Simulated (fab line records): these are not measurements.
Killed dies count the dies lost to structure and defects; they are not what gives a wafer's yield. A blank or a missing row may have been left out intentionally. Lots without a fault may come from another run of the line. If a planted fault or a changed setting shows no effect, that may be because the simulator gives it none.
fab line records	flow sky130
record lots=7	wafers=21	lastDay=50
route steps=708 shown PWDE@54 NWELL@56
lots that met no fault: taken from a fault-free run of the same line
startH: the number of hours between the record's first day and the start of the first shown wafer of the lot	waitH: how many hours have passed since the lot's step before this one	" same as the row above	L1.1+2: a row that stands for several wafers	- either no value or no given start	* or withheld: withheld	< > ~ a bound
route shown NAME@n: names a module that has steps shown in the file, with the first one's number in the route	usual: mean and standard deviation over wafers with no fault	same: alike in all rows	chamber/n: place in a boat	sites: each site's reading	_std_site: the values' standard deviation	_edge_site: outer sites' mean less inner sites'	radiusMm: for every site, how far away it sits from the centre of the wafer	mask NAME#n: copy n	behind: the tool/chamber that last shaped the wafer	hold: what put the lot on hold/how long, in hours/how the hold closed	device: whichever transistor did not switch (one of n, p or np)	end of line: tests run on the same wafers once the route is complete	a step without rows: its recipe alone	killed: dies lost to structure and defects at the first sort, not the wafer's yield	map: shows each die of a wafer: x if killed, . if not, _ if none is there
set.NAME: the setting that was run; set.NAME@STEP: the one run at that earlier step	model.NAME: the simulator's own value behind a step, which no gauge read
a table for each step, a row for each wafer; lots at some steps of the route
services: from which hour (startH, from the record's first day; less than 0 if before it) a tool's chamber was out of use, for how many hours, and why
## steps
# step SKY_PWDE_STRIP_09
# recipe chemistry=O2/N2	powerW=1400	pressureMtorr=1500	platenTempC=withheld	o2FlowSccm=3000	n2FlowSccm=300	overashFraction=0.5
# usual drypumpMotorCurrentA=5.7/0.51	oesProductAu=0.722/0.005	stripTimeToEndpointS=36.88/0.097
# same overashFraction=0.5
lot.wafer	tool	chamber	startH	waitH	drypumpMotorCurrentA	oesProductAu	rfHoursCounterH	stripTimeToEndpointS
L439.4	plasmaAsher-01	0	76.45	0.1	5.2	0.717	-	36.83
L439.5	"	1	"	"	6.3	0.722	-	36.76
L439.6	"	0	"	"	5.1	0.715	-	36.77
L440.1	plasmaAsher-01	1	88.76	0.1	6.3	0.717	27	36.91
L440.2	"	0	"	"	5.1	0.729	27	36.85
L440.4	"	1	"	"	6.3	0.716	-	36.77
L454.2	plasmaAsher-01	1	165.21	0.1	6.3	0.724	35	37.07
L454.3	"	1	"	"	6.3	0.713	-	37.04
L454.5	"	0	"	"	5.2	0.719	-	36.98
L455.4	plasmaAsher-01	1	167.70	0.1	6.3	0.722	-	36.95
L455.5	"	0	"	"	5.2	0.731	-	36.91
L455.6	"	1	"	"	6.3	0.725	-	36.94
L456.1	plasmaAsher-02	0	179.67	0.1	6.0	0.728	49	36.82
L456.3	"	1	"	"	5.8	0.719	-	36.82
L456.6	"	1	"	"	5.8	0.724	-	36.86
L459.1	plasmaAsher-03	1	194.98	0.1	5.9	0.726	54	36.84
L459.5	"	1	"	"	5.9	0.718	-	36.95
L459.6	"	0	"	"	4.8	0.718	-	36.99
L460.1	plasmaAsher-02	0	199.02	0.1	6.0	0.716	51	36.88
L460.3	"	0	"	"	6.0	0.716	-	36.84
L460.4	"	1	"	"	5.8	0.718	-	36.74
# step SKY_PWDE_TW_MEAS_10
# usual PWDE_TW=376.3/1.7
lot.wafer	tool	chamber	startH	waitH	PWDE_TW
L439.4	filmMetro-04	-	76.54	0.1	380.3
L439.5	"	-	"	"	381.9
L439.6	"	-	"	"	382.1
L440.1	filmMetro-02	-	88.86	0.1	376.6
L440.2	"	-	"	"	378.7
L440.4	"	-	"	"	379.4
L454.2	filmMetro-02	-	165.32	0.1	374.2
L454.3	"	-	"	"	374.8
L454.5	"	-	"	"	374.2
L455.4	filmMetro-03	-	167.80	0.1	377.0
L455.5	"	-	"	"	375.7
L455.6	"	-	"	"	376.3
L456.1	filmMetro-02	-	179.77	0.1	376.7
L456.3	"	-	"	"	377.8
L456.6	"	-	"	"	375.4
L459.1	filmMetro-02	-	195.08	0.1	377.5
L459.5	"	-	"	"	376.5
L459.6	"	-	"	"	378.1
L460.1	filmMetro-03	-	199.12	0.1	374.0
L460.3	"	-	"	"	374.1
L460.4	"	-	"	"	372.1
# step SKY_NWELL_DEHYDRATE_03
# recipe tempC=200	timeS=60
# step SKY_NWELL_HMDS_04
# recipe primeTimeS=60	primeTempC=120
# step SKY_NWELL_COAT_05
# recipe spinRpm=2000	resistThkNm=3000
# step SKY_NWELL_SOFTBAKE_06
# recipe tempC=110	timeS=withheld
# step SKY_NWELL_EXPOSE_07
# recipe maskId=NWM	na=0.6	sourceShape=conventional	sigmaOuter=0.6	polarization=unpolarized	targetCdNm=840	doseMj=255
# step SKY_NWELL_PEB_08
# recipe tempC=115	timeS=withheld
# step SKY_NWELL_DEVELOP_09
# recipe wallAngleDeg=90	developer=TMAH	developTimeS=60	devTempC=23
# step SKY_NWELL_OVL_MEAS_10
# usual NWELL_00_OVL=-1.1/1.5
lot.wafer	tool	chamber	startH	waitH	NWELL_00_OVL[nm]
L439.4	overlay-01	-	93.03	-	-0.5
L439.5	"	-	"	"	-3.2
L439.6	"	-	"	"	-4.1
L440.1	overlay-02	-	105.74	-	-4.0
L440.2	"	-	"	"	-3.6
L440.4	"	-	"	"	-2.3
L454.2	overlay-02	-	186.47	-	-1.2
L454.3	"	-	"	"	-3.1
L454.5	"	-	"	"	-2.0
L455.4	overlay-01	-	188.45	-	-3.0
L455.5	"	-	"	"	-2.9
L455.6	"	-	"	"	-2.3
L456.1	overlay-02	-	201.78	-	-0.9
L456.3	"	-	"	"	0.6
L456.6	"	-	"	"	-1.5
L459.1	overlay-01	-	216.31	-	-1.1
L459.5	"	-	"	"	-0.9
L459.6	"	-	"	"	-2.3
L460.1	overlay-01	-	220.18	-	0.6
L460.3	"	-	"	"	-0.3
L460.4	"	-	"	"	0.7
# step SKY_NWELL_IMPLANT_11
# recipe species=P	energyKev=400	doseCm2=1.9e+13	tiltDeg=withheld
# step SKY_NWELL_IMPLANT_12
# recipe species=P	energyKev=120	doseCm2=1.3e+12	tiltDeg=withheld
# step SKY_NWELL_IMPLANT_13
# recipe species=P	energyKev=50	doseCm2=7e+11	tiltDeg=withheld
# usual beamEnergyKeV=49.997/0.016	beamOnS=10.01/0.21
lot.wafer	tool	chamber	startH	waitH	beamEnergyKeV	beamOnS
L439.4	implanter-03	0	93.51	0.1	49.981	10.02
L439.5	"	0	"	"	49.994	10.17
L439.6	"	0	"	"	49.999	10.41
L440.1	implanter-03	0	106.07	0.1	49.969	10.07
L440.2	"	0	"	"	49.994	9.64
L440.4	"	0	"	"	50.008	9.93
L454.2	implanter-03	-	186.82	0.1	-	-
L454.3	"	-	"	"	-	-
L454.5	"	-	"	"	-	-
L455.4	implanter-03	-	188.85	0.1	-	-
L455.5	"	-	"	"	-	-
L455.6	"	-	"	"	-	-
L456.1	implanter-03	-	202.11	0.1	-	-
L456.3	"	-	"	"	-	-
L456.6	"	-	"	"	-	-
L459.1	implanter-01	0	216.65	0.1	50.019	9.83
L459.5	"	0	"	"	50.005	10.02
L459.6	"	0	"	"	49.993	9.84
L460.1	implanter-03	0	220.52	0.1	49.977	9.85
L460.3	"	0	"	"	49.976	10.30
L460.4	"	0	"	"	49.964	9.58
# step SKY_NWELL_STRIP_14
# recipe chemistry=O2/N2	powerW=1400	pressureMtorr=1500	platenTempC=withheld	o2FlowSccm=3000	n2FlowSccm=300	overashFraction=0.5
# usual drypumpMotorCurrentA=5.6/0.51	oesProductAu=0.722/0.0048	stripTimeToEndpointS=36.89/0.11
# same overashFraction=0.5
lot.wafer	tool	chamber	startH	waitH	drypumpMotorCurrentA	oesProductAu	rfHoursCounterH	stripTimeToEndpointS
L439.4	plasmaAsher-03	1	93.62	0.1	5.9	0.720	-	36.94
L439.5	"	1	"	"	5.9	0.719	-	36.97
L439.6	"	0	"	"	4.8	0.718	-	36.94
L440.1	plasmaAsher-02	0	106.22	0.1	6.0	0.724	43	36.94
L440.2	"	1	"	"	5.8	0.717	43	36.87
L440.4	"	0	"	"	6.0	0.730	-	36.81
L454.2	plasmaAsher-04	1	186.95	0.1	6.1	0.723	7	36.93
L454.3	"	1	"	"	6.2	0.723	-	37.01
L454.5	"	0	"	"	4.8	0.726	-	37.04
L455.4	plasmaAsher-03	0	188.95	0.1	4.8	0.720	-	36.89
L455.5	"	1	"	"	5.8	0.716	-	36.87
L455.6	"	0	"	"	4.8	0.727	-	36.84
L456.1	plasmaAsher-03	0	202.26	0.1	4.8	0.729	54	36.89
L456.3	"	0	"	"	4.8	0.728	-	36.92
L456.6	"	0	"	"	4.8	0.722	-	36.89
L459.1	plasmaAsher-04	0	216.80	0.1	4.9	0.721	10	36.98
L459.5	"	0	"	"	4.9	0.719	-	37.02
L459.6	"	1	"	"	6.2	0.719	-	37.10
L460.1	plasmaAsher-02	1	220.67	0.1	5.8	0.721	53	36.76
L460.3	"	1	"	"	5.8	0.724	-	36.74
L460.4	"	0	"	"	6.0	0.720	-	36.75
# step SKY_NWELL_TW_MEAS_15
# usual NWELL_TW=1831/9.9
lot.wafer	tool	chamber	startH	waitH	NWELL_TW
L439.4	filmMetro-03	-	93.71	0.1	1831
L439.5	"	-	"	"	1834
L439.6	"	-	"	"	1839
L440.1	filmMetro-02	-	106.32	0.1	1831
L440.2	"	-	"	"	1833
L440.4	"	-	"	"	1832
L454.2	filmMetro-04	-	187.06	0.1	1837
L454.3	"	-	"	"	1837
L454.5	"	-	"	"	1832
L455.4	filmMetro-04	-	189.05	0.1	1821
L455.5	"	-	"	"	1838
L455.6	"	-	"	"	1836
L456.1	filmMetro-02	-	202.36	0.1	1835
L456.3	"	-	"	"	1834
L456.6	"	-	"	"	1844
L459.1	filmMetro-03	-	216.90	0.1	1811
L459.5	"	-	"	"	1815
L459.6	"	-	"	"	1815
L460.1	filmMetro-04	-	220.77	0.1	1835
L460.3	"	-	"	"	1834
L460.4	"	-	"	"	1847
# step SKY_NWELL_DEHYDRATE_16
# recipe tempC=200	timeS=60
# step SKY_NWELL_HMDS_17
# recipe primeTimeS=60	primeTempC=120
# step SKY_NWELL_COAT_18
# recipe spinRpm=2000	resistThkNm=3000
# step SKY_NWELL_SOFTBAKE_19
# recipe tempC=110	timeS=withheld
# step SKY_NWELL_EXPOSE_20
# recipe maskId=NWM_COMPLEMENT	na=0.6	sourceShape=conventional	sigmaOuter=0.6	polarization=unpolarized	targetCdNm=840	doseMj=260
# step SKY_NWELL_PEB_21
# recipe tempC=115	timeS=withheld
# step SKY_NWELL_DEVELOP_22
# recipe wallAngleDeg=90	developer=TMAH	developTimeS=60	devTempC=23
# step SKY_NWELL_OVL_MEAS_23
# usual NWELL_01_OVL=-1.2/1.6
lot.wafer	tool	chamber	startH	waitH	NWELL_01_OVL[nm]
L439.4	overlay-02	-	110.84	-	-0.5
L439.5	"	-	"	"	-0.2
L439.6	"	-	"	"	-0.2
L440.1	overlay-02	-	124.78	-	-1.3
L440.2	"	-	"	"	-0.5
L440.4	"	-	"	"	-0.2
L454.2	overlay-02	-	207.87	-	0.1
L454.3	"	-	"	"	0.4
L454.5	"	-	"	"	-0.1
L455.4	overlay-02	-	210.09	-	-3.7
L455.5	"	-	"	"	-4.0
L455.6	"	-	"	"	-5.0
L456.1	overlay-02	-	224.33	-	0.4
L456.3	"	-	"	"	-1.8
L456.6	"	-	"	"	-1.3
L459.1	overlay-01	-	239.13	-	-1.5
L459.5	"	-	"	"	1.0
L459.6	"	-	"	"	-1.0
L460.1	overlay-01	-	243.41	-	-0.8
L460.3	"	-	"	"	-1.1
L460.4	"	-	"	"	0.0
# step SKY_NWELL_IMPLANT_24
# recipe species=B	energyKev=140	doseCm2=9.2e+12	tiltDeg=withheld
# step SKY_NWELL_STRIP_25
# recipe chemistry=O2/N2	powerW=1400	pressureMtorr=1500	platenTempC=withheld	o2FlowSccm=3000	n2FlowSccm=300	overashFraction=0.5
# usual drypumpMotorCurrentA=5.6/0.53	oesProductAu=0.722/0.0046	stripTimeToEndpointS=36.90/0.1
# same overashFraction=0.5
lot.wafer	tool	chamber	startH	waitH	drypumpMotorCurrentA	oesProductAu	rfHoursCounterH	stripTimeToEndpointS
L439.4	plasmaAsher-02	1	111.05	0.1	5.8	0.718	-	37.03
L439.5	"	1	"	"	5.8	0.722	-	36.80
L439.6	"	0	"	"	6.0	0.722	-	36.78
L440.1	plasmaAsher-03	0	124.96	0.1	4.8	0.726	46	36.79
L440.2	"	1	"	"	5.9	0.719	46	36.77
L440.4	"	1	"	"	5.9	0.725	-	36.90
L454.2	plasmaAsher-02	0	208.05	0.1	6.0	0.718	51	36.94
L454.3	"	1	"	"	5.8	0.726	-	36.98
L454.5	"	1	"	"	5.8	0.722	-	37.16
L455.4	plasmaAsher-02	0	210.30	0.1	6.0	0.724	-	36.89
L455.5	"	1	"	"	5.8	0.723	-	36.84
L455.6	"	0	"	"	6.0	0.721	-	36.80
L456.1	plasmaAsher-04	0	224.51	0.1	4.8	0.712	10	36.81
L456.3	"	0	"	"	4.8	0.718	-	36.87
L456.6	"	1	"	"	6.1	0.727	-	36.86
L459.1	plasmaAsher-04	0	239.31	0.1	4.8	0.726	12	36.91
L459.5	"	0	"	"	4.9	0.713	-	36.99
L459.6	"	1	"	"	6.2	0.715	-	36.93
L460.1	plasmaAsher-04	0	243.60	0.1	4.8	0.724	12	36.89
L460.3	"	0	"	"	4.9	0.722	-	36.83
L460.4	"	1	"	"	6.2	0.720	-	36.98
# step SKY_NWELL_TW_MEAS_26
# usual NWELL_2_TW=499.8/2.5
lot.wafer	tool	chamber	startH	waitH	NWELL_2_TW
L439.4	filmMetro-03	-	111.14	0.1	497.1
L439.5	"	-	"	"	497.3
L439.6	"	-	"	"	497.9
L440.1	filmMetro-04	-	125.06	0.1	500.5
L440.2	"	-	"	"	499.3
L440.4	"	-	"	"	502.7
L454.2	filmMetro-02	-	208.16	0.1	500.7
L454.3	"	-	"	"	501.4
L454.5	"	-	"	"	502.9
L455.4	filmMetro-03	-	210.39	0.1	495.0
L455.5	"	-	"	"	495.1
L455.6	"	-	"	"	495.1
L456.1	filmMetro-04	-	224.61	0.1	502.3
L456.3	"	-	"	"	497.1
L456.6	"	-	"	"	497.7
L459.1	filmMetro-04	-	239.41	0.1	502.8
L459.5	"	-	"	"	501.2
L459.6	"	-	"	"	503.3
L460.1	filmMetro-03	-	243.70	0.1	495.3
L460.3	"	-	"	"	499.6
L460.4	"	-	"	"	499.3
# step SKY_NWELL_CLEAN_27
# recipe chemistry=SC1/SC2	mix=1:4:20	tempC=70	timeS=150	dry=n2Spin
# step SKY_NWELL_RTA_28
# recipe tempC=1050	timeS=30	idleTempC=650	rampUpCPerS=150	rampDownCPerS=90	ambient=N2
# usual lampPowerPct=25.31/0.054	wafer_temp_C_max=1054.8/0.87
lot.wafer	tool	chamber	startH	waitH	lampPowerPct	wafer_temp_C_max
L439.4	rtpAnneal-01	0	111.28	0.1	25.32	1055.1
L439.5	"	0	"	"	25.37	1054.0
L439.6	"	0	"	"	25.34	1054.0
L440.1	rtpAnneal-02	0	125.17	0.0	25.36	1054.1
L440.2	"	0	"	"	25.18	1053.2
L440.4	"	0	"	"	25.33	1056.3
L454.2	rtpAnneal-02	0	208.27	0.0	25.31	1054.8
L454.3	"	0	"	"	25.30	1053.7
L454.5	"	0	"	"	25.21	1056.6
L455.4	rtpAnneal-01	0	210.52	0.1	25.31	1054.7
L455.5	"	0	"	"	25.28	1053.8
L455.6	"	0	"	"	25.35	1055.7
L456.1	rtpAnneal-02	0	224.72	0.0	25.38	1054.1
L456.3	"	0	"	"	25.31	1055.9
L456.6	"	0	"	"	25.33	1055.1
L459.1	rtpAnneal-01	0	239.52	0.0	25.30	1056.2
L459.5	"	0	"	"	25.41	1055.4
L459.6	"	0	"	"	25.31	1053.6
L460.1	rtpAnneal-02	0	243.81	0.0	25.36	1055.4
L460.3	"	0	"	"	25.42	1057.5
L460.4	"	0	"	"	25.41	1054.9
# step SKY_NWELL_RS_MEAS_29
# recipe thkMeasGauge=four-point-probe
# usual NWELL_RS=624.6/2
lot.wafer	tool	chamber	startH	waitH	NWELL_RS[ohm/sq]
L439.4	filmMetro-02	-	111.39	0.1	624.3
L439.5	"	-	"	"	622.6
L439.6	"	-	"	"	623.6
L440.1	filmMetro-04	-	125.27	0.1	619.2
L440.2	"	-	"	"	620.1
L440.4	"	-	"	"	620.3
L454.2	filmMetro-04	-	208.38	0.1	652.2
L454.3	"	-	"	"	654.1
L454.5	"	-	"	"	653.3
L455.4	filmMetro-04	-	210.63	0.1	649.3
L455.5	"	-	"	"	650.4
L455.6	"	-	"	"	648.5
L456.1	filmMetro-03	-	224.82	0.1	648.9
L456.3	"	-	"	"	647.7
L456.6	"	-	"	"	647.2
L459.1	filmMetro-02	-	239.72	0.2	623.6
L459.5	"	-	"	"	621.4
L459.6	"	-	"	"	622.8
L460.1	filmMetro-02	-	243.91	0.1	623.6
L460.3	"	-	"	"	624.3
L460.4	"	-	"	"	623.5
## services
tool	chamber	startH	hours	kind
plasmaAsher-04	-	85.45	5.4	repair
implanter-01	-	91.02	4.4	repair
plasmaAsher-01	-	98.83	3.3	repair
implanter-03	-	106.22	5.3	pm
plasmaAsher-04	-	108.75	9.0	pm
plasmaAsher-04	0	108.75	9.0	ventCycle
plasmaAsher-04	1	108.75	9.0	ventCycle
plasmaAsher-04	0	117.75	-	clean
plasmaAsher-04	1	117.75	-	clean
plasmaAsher-02	-	142.00	11.0	repair
plasmaAsher-04	-	147.76	0.4	repair
plasmaAsher-01	-	178.91	0.8	repair
plasmaAsher-01	-	191.17	1.7	repair
plasmaAsher-02	-	207.31	0.4	repair
plasmaAsher-01	-	210.35	4.4	repair
implanter-01	-	220.34	1.6	repair
plasmaAsher-04	-	233.67	2.2	repair
plasmaAsher-02	-	235.32	1.4	repair
implanter-01	-	240.66	24.4	pm
## key
firstSign step=SKY_NWELL_IMPLANT_13	reading=toolRecord	direction=missing
effect step=SKY_NWELL_RS_MEAS_29	reading=NWELL_RS	direction=up	sigmas=13	usual=624.6	struck=650.2
metAt SKY_NWELL_IMPLANT_13
struckWafers L454.2,L454.3,L454.5,L455.4,L455.5,L455.6,L456.1,L456.3,L456.6
rowsEnd L455.4,L455.5,L455.6
laterRowsLeftOut L454.2,L454.3,L454.5,L456.1,L456.3,L456.6
sortLeftOut L454.2,L454.3,L454.5,L456.1,L456.3,L456.6
testerLeftOut L454,L456
onsetBetween 106.07 186.82
fault kind=skippedStepWhole	tool=implanter-03	chamber=-	onsetH=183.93	steps=SKY_NWELL_IMPLANT_13	scope=struckLotsOnly
# testerLeftOut: of these lots the tester's yield and bins aren't shown, on N5 and GAA mostly nor the transistor test; their killed dies are dies lost to structure and defects alone, not to doping, threshold or leakage, so they don't give the yield
# sortLeftOut: the simulated sort isn't trusted on such a fault, so these wafers' sort isn't shown, and their yield isn't known
# laterRowsLeftOut: the simulator's readings of these wafers behind a module that went badly wrong aren't trusted and aren't shown, but for the sort
# rowsEnd: these wafers met a further fault down the route, and their rows from its step on are left out
